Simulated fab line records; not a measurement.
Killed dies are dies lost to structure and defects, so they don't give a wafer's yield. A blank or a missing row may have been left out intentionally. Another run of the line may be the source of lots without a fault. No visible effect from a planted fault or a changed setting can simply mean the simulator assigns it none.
fab line records | flow sky130
[record] lots = 10 | wafers = 30 | last-day = 50
route steps=708 shown METAL2@502 VIA2@509 METAL3@534 CAPM@551 PAD_OPEN@708
lots with no fault: from the same line, run without faults
start-h: hours from the record's first day to the start of the lot's first wafer shown | wait-h: hours from the lot's prior step to this one | " unchanged from the row above | L1.1+2: several wafers, shown together as one row | - value missing, or start not given | * or withheld: withheld | < > ~ a bound
route shown NAME@n: names a module that has steps shown in the file, with the first one's number in the route | usual: mean/standard deviation taken from wafers without a fault | same: alike in all rows | chamber/n: place in a boat | sites: readings site by site | _std_site: standard deviation of those values | _edge_site: inner sites' mean taken away from outer sites' mean | radius-mm: for every site, how far away it sits from the centre of the wafer | mask NAME#n: copy n | behind: the tool/chamber that last shaped the wafer | hold: what put the lot on hold/how long, in hours/how the hold closed | device: the n, p or np transistor that did not switch | end of line: tests run on the same wafers once the route is complete | for a step that has no rows: nothing shown but its recipe | killed: dies that structure and defects cost at the first sort, which is not the same as the wafer's yield | map: shows each die of a wafer: x if killed, . if not, _ if none is there
set.NAME: the setting that was run; set.NAME@STEP: the one run at that earlier step | model.NAME: the simulator's own value behind a step, which no gauge read
a sample of lots followed through the steps of the route, with each step as a table and each wafer as a row
services: when a tool's chamber went out of use (start-h, in hours from the record's first day, below 0 if earlier), for how many hours, and the reason
[[steps]]
[step SKY_METAL2_METAL_ETCH_19]
[recipe] target-depth-a = 3600 | stop-on = SiO2 | over-etch-frac = 0.3 | time-s = 78 | chemistry = Cl2/BCl3 | resist-sidewall-deg = 88 | pressure-mtorr = 10 | icp-w = 900 | bias-w = 48.5 | Cl2_flow_sccm = 60 | bcl3-flow-sccm = 30
[usual] chamber-pressure-mTorr = 10.001/0.0088 | drypump-motor-current-A = 6.0/0.34 | oes-product-au = 0.853/0.0051 | throttle-valve-pct = 22.264/0.008
lot.wafer | tool         | chamber | start-h | wait-h | chamber-pressure-mTorr | drypump-motor-current-A | oes-product-au | rf-hours-counter-h | throttle-valve-pct
L707.2    | rie-metal-01 | 1       | 828.86  | 0.0    | 10.006                 | 6.3                     | 0.844          | 9                  | 22.257
L707.3    | "            | 1       | "       | "      | 9.994                  | 6.3                     | 0.849          | -                  | 22.277
L707.5    | "            | 0       | "       | "      | 9.980                  | 6.0                     | 0.848          | -                  | 22.256
L709.2    | rie-metal-04 | 0       | 839.17  | 0.0    | 10.002                 | 5.4                     | 0.868          | 9                  | 22.269
L709.3    | "            | 0       | "       | "      | 10.004                 | 5.4                     | 0.862          | -                  | 22.275
L709.4    | "            | 1       | "       | "      | 9.993                  | 5.6                     | 0.856          | -                  | 22.267
L710.1    | rie-metal-04 | 1       | 857.22  | 0.0    | 9.991                  | 5.6                     | 0.849          | 6                  | 22.276
L710.2    | "            | 0       | "       | "      | 10.002                 | 5.3                     | 0.857          | 10                 | 22.265
L710.6    | "            | 0       | "       | "      | 10.011                 | 5.3                     | 0.853          | -                  | 22.251
L713.1    | rie-metal-01 | 1       | 869.67  | 0.0    | 10.006                 | 6.3                     | 0.858          | 10                 | 22.249
L713.3    | "            | 1       | "       | "      | 9.990                  | 6.3                     | 0.858          | -                  | 22.262
L713.6    | "            | 1       | "       | "      | 10.002                 | 6.3                     | 0.864          | -                  | 22.274
L719.1    | rie-metal-01 | 1       | 919.22  | 0.1    | 10.001                 | 6.3                     | 0.846          | 12                 | 22.256
L719.2    | "            | 1       | "       | "      | 9.994                  | 6.3                     | 0.853          | -                  | 22.257
L719.5    | "            | 1       | "       | "      | 10.002                 | 6.3                     | 0.850          | -                  | 22.266
L717.1    | rie-metal-01 | 1       | 921.31  | 0.1    | 9.990                  | 6.3                     | 0.850          | 12                 | 22.270
L717.2    | "            | 1       | "       | "      | 9.995                  | 6.3                     | 0.846          | -                  | 22.269
L717.5    | "            | 1       | "       | "      | 9.981                  | 6.3                     | 0.845          | -                  | 22.248
L721.1    | rie-metal-02 | 1       | 934.87  | 0.0    | 9.987                  | 6.1                     | 0.855          | 9                  | 22.268
L721.2    | "            | 0       | "       | "      | 10.009                 | 6.2                     | 0.843          | 8                  | 22.264
L721.6    | "            | 0       | "       | "      | 10.002                 | 6.2                     | 0.849          | -                  | 22.255
L724.1    | rie-metal-01 | 0       | 955.27  | 0.0    | 10.010                 | 5.9                     | 0.860          | 1                  | 22.277
L724.2    | "            | 1       | "       | "      | 10.002                 | 6.3                     | 0.852          | 15                 | 22.264
L724.6    | "            | 1       | "       | "      | 10.006                 | 6.3                     | 0.858          | -                  | 22.270
L728.3    | rie-metal-01 | 1       | 981.25  | 0.1    | 9.997                  | 6.3                     | 0.850          | -                  | 22.264
L728.5    | "            | 0       | "       | "      | 9.993                  | 6.0                     | 0.854          | -                  | 22.259
L728.6    | "            | 1       | "       | "      | 9.999                  | 6.3                     | 0.853          | -                  | 22.258
L729.2    | rie-metal-02 | 1       | 983.52  | 0.0    | 10.006                 | 6.1                     | 0.848          | 12                 | 22.265
L729.4    | "            | 0       | "       | "      | 9.994                  | 6.2                     | 0.857          | -                  | 22.257
L729.5    | "            | 0       | "       | "      | 10.007                 | 6.2                     | 0.848          | -                  | 22.273
[step SKY_VIA2_CMP_02]
[recipe] material = SiO2 | down-force-psi = 4 | platen-rpm = 60 | pad-velocity-m-s = 0.94248
[usual] motor-current-A = 11.2/0.64
lot.wafer | tool   | chamber | start-h | wait-h | motor-current-A
L707.3    | cmp-02 | 0       | 829.78  | 0.0    | 10.3
L707.2    | "      | 2       | "       | "      | 11.5
L707.5    | "      | 0       | "       | "      | 11.0
L709.3    | cmp-02 | 2       | 840.47  | 0.0    | 11.9
L709.4    | "      | 0       | "       | "      | 10.6
L709.2    | "      | 1       | "       | "      | 11.4
L710.1    | cmp-01 | 3       | 858.43  | 0.1    | 12.4
L710.2    | "      | 0       | "       | "      | 12.3
L710.6    | "      | 3       | "       | "      | 12.6
L713.1    | cmp-01 | 2       | 870.57  | 0.1    | 10.7
L713.3    | "      | 3       | "       | "      | 12.3
L713.6    | "      | 3       | "       | "      | 11.5
L719.1    | cmp-01 | 1       | 920.24  | 0.1    | 10.4
L719.2    | "      | 3       | "       | "      | 11.9
L719.5    | "      | 0       | "       | "      | 12.1
L717.2    | cmp-02 | 2       | 922.38  | 0.1    | 12.2
L717.1    | "      | 3       | "       | "      | 10.8
L717.5    | "      | 0       | "       | "      | 10.6
L721.1    | cmp-02 | 3       | 935.74  | 0.1    | 11.5
L721.2    | "      | 0       | "       | "      | 10.2
L721.6    | "      | 0       | "       | "      | 10.3
L724.2    | cmp-01 | 2       | 956.20  | 0.0    | 11.7
L724.1    | "      | 3       | "       | "      | 12.2
L724.6    | "      | 2       | "       | "      | 10.8
L728.3    | cmp-02 | 2       | 982.19  | 0.0    | 11.5
L728.6    | "      | 2       | "       | "      | 11.9
L728.5    | "      | 3       | "       | "      | 11.2
L729.2    | cmp-02 | 1       | 984.70  | 0.2    | 10.4
L729.4    | "      | 0       | "       | "      | 10.1
L729.5    | "      | 1       | "       | "      | 11.3
[step SKY_METAL3_SPUTTER_02]
[recipe] material = AlCu | target-thk-nm = 735 | power-w = 10600 | time-s = 39.1 | chamber-pressure-pa = 0.4
[usual] cathode-dc-power-W = 10600/2.2 | throttle-valve-pct = 30.0/0.92
lot.wafer | tool           | chamber | start-h | wait-h | cathode-dc-power-W | throttle-valve-pct
L707.2    | pvd-sputter-03 | -       | 857.72  | 0.0    | 10605              | 29.8
L707.3    | "              | -       | "       | "      | 10602              | 28.6
L707.5    | "              | -       | "       | "      | 10596              | 30.2
L709.2    | pvd-sputter-04 | -       | 867.79  | 0.0    | 10601              | 28.7
L709.3    | "              | -       | "       | "      | 10597              | 30.6
L709.4    | "              | -       | "       | "      | 10596              | 31.1
L710.1    | pvd-sputter-03 | -       | 886.03  | 0.0    | 10599              | 30.3
L710.2    | "              | -       | "       | "      | 10600              | 30.2
L710.6    | "              | -       | "       | "      | 10601              | 29.9
L713.1    | pvd-sputter-01 | -       | 898.82  | 0.0    | 10599              | 31.3
L713.3    | "              | -       | "       | "      | 10600              | 30.1
L713.6    | "              | -       | "       | "      | 10597              | 29.8
L719.1    | pvd-sputter-03 | -       | 946.79  | 0.0    | 9749.4             | 30.2
L719.2    | "              | -       | "       | "      | 10596              | 30.3
L719.5    | "              | -       | "       | "      | 10600              | 29.9
L717.1    | pvd-sputter-04 | -       | 948.89  | 0.0    | 10597              | 30.2
L717.2    | "              | -       | "       | "      | 10600              | 28.5
L717.5    | "              | -       | "       | "      | 10600              | 29.7
L721.1    | pvd-sputter-03 | -       | 961.03  | 0.0    | 10602              | 30.2
L721.2    | "              | -       | "       | "      | 9752.2             | 30.3
L721.6    | "              | -       | "       | "      | 9747.8             | 30.1
L724.1    | pvd-sputter-01 | -       | 981.48  | 0.0    | 10598              | 31.8
L724.2    | "              | -       | "       | "      | 10602              | 29.8
L724.6    | "              | -       | "       | "      | 10602              | 31.3
L728.3    | pvd-sputter-04 | -       | 1007.79 | 0.0    | 10599              | 30.5
L728.5    | "              | -       | "       | "      | 10600              | 28.8
L728.6    | "              | -       | "       | "      | 10599              | 29.8
L729.2    | pvd-sputter-04 | -       | 1010.32 | 0.0    | 10600              | 28.3
L729.4    | "              | -       | "       | "      | 10598              | 29.9
L729.5    | "              | -       | "       | "      | 10601              | 31.3
[step SKY_CAPM_STRIP_14]
[recipe] chemistry = O2/N2 | power-w = 1400 | pressure-mtorr = 1500 | platen-temp-c = withheld | o2-flow-sccm = 3000 | n2-flow-sccm = 300 | overash-fraction = 0.5
[usual] chamber-pressure-mTorr = 1500.1/1.3 | drypump-motor-current-A = 5.21/0.25 | n2-flow-sccm = 300.0/1 | oes-product-au = 0.710/0.005 | strip-time-to-endpoint-s = 12.68/0.041
lot.wafer | tool            | chamber | start-h | wait-h | chamber-pressure-mTorr | drypump-motor-current-A | n2-flow-sccm | oes-product-au | rf-hours-counter-h | strip-time-to-endpoint-s
L707.2    | plasma-asher-04 | 1       | 882.79  | 0.1    | 1498.7                 | 5.41                    | 300.8        | 0.713          | 71                 | 12.70
L707.3    | "               | 1       | "       | "      | 1498.0                 | 5.39                    | 298.6        | 0.703          | -                  | 12.67
L707.5    | "               | 0       | "       | "      | 1499.9                 | 5.11                    | 299.7        | 0.703          | -                  | 12.67
L709.2    | plasma-asher-01 | 0       | 893.52  | 0.1    | 1499.4                 | 5.08                    | 298.7        | 0.714          | 48                 | 12.68
L709.3    | "               | 1       | "       | "      | 1499.1                 | 5.05                    | 300.1        | 0.716          | -                  | 12.73
L709.4    | "               | 0       | "       | "      | 1499.2                 | 5.08                    | 299.3        | 0.717          | -                  | 12.74
L710.1    | plasma-asher-02 | 1       | 911.18  | 0.1    | 1501.2                 | 5.65                    | 299.4        | 0.709          | 112                | 12.62
L710.2    | "               | 0       | "       | "      | 1498.8                 | 4.93                    | 297.0        | 0.714          | 112                | 12.65
L710.6    | "               | 1       | "       | "      | 1500.0                 | 5.67                    | 299.2        | 0.714          | -                  | 12.63
L713.1    | plasma-asher-04 | 0       | 924.35  | 0.1    | 1499.9                 | 5.11                    | 300.2        | 0.712          | 75                 | 12.61
L713.3    | "               | 0       | "       | "      | 1500.1                 | 5.11                    | 298.5        | 0.714          | -                  | 12.61
L713.6    | "               | 0       | "       | "      | 1498.6                 | 5.12                    | 301.0        | 0.710          | -                  | 12.61
L719.1    | plasma-asher-02 | 1       | 970.77  | 0.1    | 1498.7                 | 5.67                    | 300.0        | 0.702          | 118                | 12.65
L719.2    | "               | 0       | "       | "      | 1500.8                 | 4.95                    | 299.0        | 0.716          | 118                | 12.68
L719.5    | "               | 1       | "       | "      | 1501.5                 | 5.66                    | 300.2        | 0.710          | -                  | 12.65
L717.1    | plasma-asher-02 | 1       | 972.17  | 0.1    | 1501.6                 | 5.64                    | 299.6        | 0.712          | 118                | 12.70
L717.2    | "               | 0       | "       | "      | 1499.8                 | 4.94                    | 300.1        | 0.698          | 118                | 12.68
L717.5    | "               | 1       | "       | "      | 1501.2                 | 5.67                    | 300.4        | 0.712          | -                  | 12.64
L721.1    | plasma-asher-02 | 1       | 985.08  | 0.1    | 1498.4                 | 5.67                    | 300.3        | 0.708          | 119                | 12.74
L721.2    | "               | 0       | "       | "      | 1501.1                 | 4.94                    | 301.3        | 0.714          | 119                | 12.74
L721.6    | "               | 0       | "       | "      | 1501.4                 | 4.95                    | 300.5        | 0.701          | -                  | 12.72
L724.1    | plasma-asher-02 | 1       | 1005.65 | 0.1    | 1500.8                 | 5.68                    | 300.9        | 0.710          | 121                | 12.73
L724.2    | "               | 0       | "       | "      | 1499.0                 | 4.94                    | 300.0        | 0.710          | 121                | 12.74
L724.6    | "               | 1       | "       | "      | 1501.9                 | 5.67                    | 301.5        | 0.710          | -                  | 12.68
L728.3    | plasma-asher-01 | 1       | 1031.01 | 0.1    | 1500.9                 | 5.02                    | 300.3        | 0.717          | -                  | 12.71
L728.5    | "               | 0       | "       | "      | 1499.0                 | 5.09                    | 299.6        | 0.714          | -                  | 12.67
L728.6    | "               | 1       | "       | "      | 1500.9                 | 5.03                    | 299.8        | 0.708          | -                  | 12.71
L729.2    | plasma-asher-04 | 0       | 1033.13 | 0.1    | 1502.4                 | 5.13                    | 301.8        | 0.711          | 86                 | 12.75
L729.4    | "               | 0       | "       | "      | 1501.2                 | 5.14                    | 301.3        | 0.708          | -                  | 12.72
L729.5    | "               | 1       | "       | "      | 1500.2                 | 5.38                    | 298.9        | 0.712          | -                  | 12.74
[step SKY_METAL3_METAL_ETCH_18]
[recipe] target-depth-a = 8450 | stop-on = SiO2 | over-etch-frac = 0.3 | time-s = 183.1 | chemistry = Cl2/BCl3 | resist-sidewall-deg = 88 | pressure-mtorr = 10 | icp-w = 900 | bias-w = 48.5 | Cl2_flow_sccm = 60 | bcl3-flow-sccm = 30
[usual] chamber-pressure-mTorr = 10.001/0.0092 | drypump-motor-current-A = 5.62/0.28 | oes-product-au = 0.865/0.0072 | throttle-valve-pct = 22.265/0.0083
lot.wafer | tool         | chamber | start-h | wait-h | chamber-pressure-mTorr | drypump-motor-current-A | oes-product-au | rf-hours-counter-h | throttle-valve-pct
L707.2    | rie-metal-02 | 1       | 909.48  | 0.0    | 9.990                  | 6.10                    | 0.872          | 8                  | 22.261
L707.3    | "            | 1       | "       | "      | 10.005                 | 6.11                    | 0.864          | -                  | 22.265
L707.5    | "            | 0       | "       | "      | 9.996                  | 6.19                    | 0.866          | -                  | 22.271
L709.2    | rie-metal-03 | 0       | 919.58  | 0.0    | 10.001                 | 5.51                    | 0.866          | 3                  | 22.282
L709.3    | "            | 1       | "       | "      | 9.995                  | 5.46                    | 0.864          | -                  | 22.254
L709.4    | "            | 0       | "       | "      | 10.025                 | 5.50                    | 0.873          | -                  | 22.270
L710.1    | rie-metal-02 | 0       | 936.96  | 0.0    | 9.999                  | 6.17                    | 0.866          | 8                  | 22.265
L710.2    | "            | 1       | "       | "      | 9.998                  | 6.09                    | 0.870          | 9                  | 22.264
L710.6    | "            | 1       | "       | "      | 10.003                 | 6.07                    | 0.865          | -                  | 22.258
L713.1    | rie-metal-03 | 1       | 950.32  | 0.0    | 10.001                 | 5.45                    | 0.864          | 15                 | 22.270
L713.3    | "            | 0       | "       | "      | 10.000                 | 5.49                    | 0.858          | -                  | 22.260
L713.6    | "            | 1       | "       | "      | 10.024                 | 5.45                    | 0.853          | -                  | 22.245
L719.1    | rie-metal-04 | 0       | 995.66  | 0.0    | 10.004                 | 5.33                    | 0.836          | 17                 | 22.250
L719.2    | "            | 1       | "       | "      | 10.002                 | 5.62                    | 0.875          | 14                 | 22.280
L719.5    | "            | 1       | "       | "      | 9.990                  | 5.65                    | 0.871          | -                  | 22.281
L717.1    | rie-metal-03 | 1       | 996.01  | 0.0    | 10.006                 | 5.42                    | 0.868          | 18                 | 22.261
L717.2    | "            | 0       | "       | "      | 9.993                  | 5.50                    | 0.865          | 6                  | 22.254
L717.5    | "            | 1       | "       | "      | 10.011                 | 5.44                    | 0.870          | -                  | 22.257
L721.1    | rie-metal-03 | 1       | 1009.70 | 0.0    | 10.011                 | 5.41                    | 0.868          | 18                 | 22.272
L721.2    | "            | 0       | "       | "      | 9.993                  | 5.47                    | 0.825          | 7                  | 22.259
L721.6    | "            | 0       | "       | "      | 10.024                 | 5.52                    | 0.829          | -                  | 22.260
L724.1    | rie-metal-04 | 0       | 1029.67 | 0.0    | 10.003                 | 5.34                    | 0.867          | 18                 | 22.267
L724.2    | "            | 1       | "       | "      | 9.991                  | 5.60                    | 0.868          | 17                 | 22.249
L724.6    | "            | 0       | "       | "      | 10.003                 | 5.35                    | 0.861          | -                  | 22.270
L728.3    | rie-metal-02 | 0       | 1053.99 | 0.1    | 9.983                  | 6.17                    | 0.878          | -                  | 22.275
L728.5    | "            | 0       | "       | "      | 9.999                  | 6.13                    | 0.874          | -                  | 22.271
L728.6    | "            | 0       | "       | "      | 9.996                  | 6.17                    | 0.875          | -                  | 22.278
L729.2    | rie-metal-03 | 1       | 1056.47 | 0.0    | 9.984                  | 5.46                    | 0.856          | 21                 | 22.266
L729.4    | "            | 1       | "       | "      | 10.011                 | 5.45                    | 0.871          | -                  | 22.268
L729.5    | "            | 0       | "       | "      | 10.006                 | 5.46                    | 0.847          | -                  | 22.257
[step SKY_PAD_OPEN_PROBE_99]
[usual] defect-limited-yield = 82.4/2.1 | killed_at_M0_to_M3 = 44/7.3 | killed_at_M4_up = 3.0/1.9 | killed-at-contacts = 24/5 | killed-at-front-end = 16/4.5 | killed-at-other = 0.3/0.46 | killed-dies = 87/10 | killed-open = 47/8.3 | killed-short = 39/6.4 | sort_bin_3_pad_short = 0.8/0.43 | sort_bin_5_function = 10.5/1.6 | sort_bin_6_memory = 6.3/1.1 | sort-n-pass = 405/10 | sort-yield-pct = 82.4/2.1
[same] gross-dies = 492 | killed-at-back-side = 0 | sort_bin_4_leakage[%] = 0 | sort_bin_8_speed[%] = 0
lot.wafer | tool      | chamber | start-h | wait-h | defect-limited-yield[%] | killed_at_M0_to_M3 | killed_at_M4_up | killed-at-contacts | killed-at-front-end | killed-at-other | killed-dies | killed-open | killed-short | sort_bin_3_pad_short[%] | sort_bin_5_function[%] | sort_bin_6_memory[%] | sort-n-pass | sort-yield-pct[%]
L717.1    | prober-02 | -       | 1151.84 | 0.1    | 77.2                    | 59                 | 3               | 31                 | 19                  | 0               | 112         | 63          | 49           | 0.2                     | 13.8                   | 8.7                  | 380         | 77.2
L717.2    | prober-02 | -       | 1151.89 | 0.1    | 81.7                    | 39                 | 4               | 27                 | 19                  | 1               | 90          | 47          | 43           | 1.0                     | 10.6                   | 6.7                  | 402         | 81.7
L717.5    | prober-02 | -       | 1152.04 | 0.2    | 81.7                    | 54                 | 0               | 21                 | 14                  | 1               | 90          | 48          | 42           | 0.8                     | 10.2                   | 7.3                  | 402         | 81.7
// killed by level:class
L717.1 CONTACT:geometric-particle:open=16 VIA1:geometric-particle:open=14 VIA2:geometric-particle:open=11 METAL1:geometric-particle:short=8 VIA1:geometric-particle:short=6 METAL2:geometric-particle:short=6 VIA2:geometric-particle:short=6 LI_CONTACT:geometric-particle:open=5
L717.2 CONTACT:geometric-particle:open=9 METAL2:geometric-particle:short=9 LI_CONTACT:geometric-particle:open=8 VIA1:geometric-particle:open=8 POLY_GATE:geometric-particle:short=6 VIA3:geometric-particle:open=5 METAL1:geometric-particle:short=5 LOCAL_INTERCONNECT:geometric-particle:short=4
L717.5 VIA1:geometric-particle:open=10 VIA3:geometric-particle:open=9 VIA2:geometric-particle:open=9 METAL2:geometric-particle:short=6 CONTACT:geometric-particle:short=5 CONTACT:geometric-particle:open=5 VIA1:geometric-particle:short=5 LI_CONTACT:geometric-particle:open=4
[[services]]
tool            | chamber | start-h | hours | kind
cmp-01          | -       | 836.08  | 3.1   | repair
pvd-sputter-04  | -       | 843.62  | 0.5   | repair
cmp-02          | -       | 870.01  | 1.8   | repair
rie-metal-03    | -       | 887.81  | 0.2   | repair
rie-metal-01    | -       | 905.46  | 13.4  | repair
pvd-sputter-04  | -       | 905.67  | 3.5   | repair
cmp-01          | -       | 915.50  | 4.0   | pm
pvd-sputter-04  | -       | 923.89  | 1.2   | repair
cmp-01          | -       | 930.78  | 3.3   | repair
cmp-02          | -       | 947.66  | 2.0   | repair
rie-metal-04    | 0       | 963.45  | 5.2   | repair
plasma-asher-02 | -       | 974.25  | 0.9   | repair
pvd-sputter-04  | -       | 980.78  | 1.0   | repair
cmp-01          | -       | 982.39  | 12.0  | repair
cmp-01          | -       | 998.73  | 6.5   | pm
rie-metal-02    | 0       | 1000.76 | 2.1   | repair
rie-metal-04    | 0       | 1001.77 | 20.9  | repair
rie-metal-02    | 1       | 1002.37 | 5.3   | repair
cmp-02          | -       | 1018.18 | 8.7   | pm
cmp-01          | -       | 1023.97 | 0.7   | repair
pvd-sputter-04  | -       | 1032.28 | 4.2   | repair
rie-metal-02    | 1       | 1039.03 | 55.6  | repair
plasma-asher-02 | -       | 1045.63 | 14.6  | pm
rie-metal-03    | -       | 1052.97 | 0.3   | repair
[[key]]
[first-sign] step = SKY_METAL3_SPUTTER_02 | reading = cathode-dc-power-W | direction = down | sigmas = 99+ | usual = 10600 | struck = 9749.8
[effect] step = SKY_METAL3_METAL_ETCH_18 | reading = oes-product-au | direction = down | sigmas = 4.9 | usual = 0.865 | struck = 0.830
met-at SKY_METAL3_SPUTTER_02
struck-lots L719,L721
struck-wafers L719.1,L721.2,L721.6
not-acting-at SKY_METAL2_METAL_ETCH_19,SKY_VIA2_CMP_02,SKY_CAPM_STRIP_14
onset-between 886.03 946.79
[fault] kind = process-parameter-drift | tool = pvd-sputter-03 | chamber = - | onset-h = 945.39 | steps = SKY_METAL3_SPUTTER_02 | channel = power-w | offset = * | shape = step | end-h = 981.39 | acts-in = * | stated = * | scope = struck-wafers-only
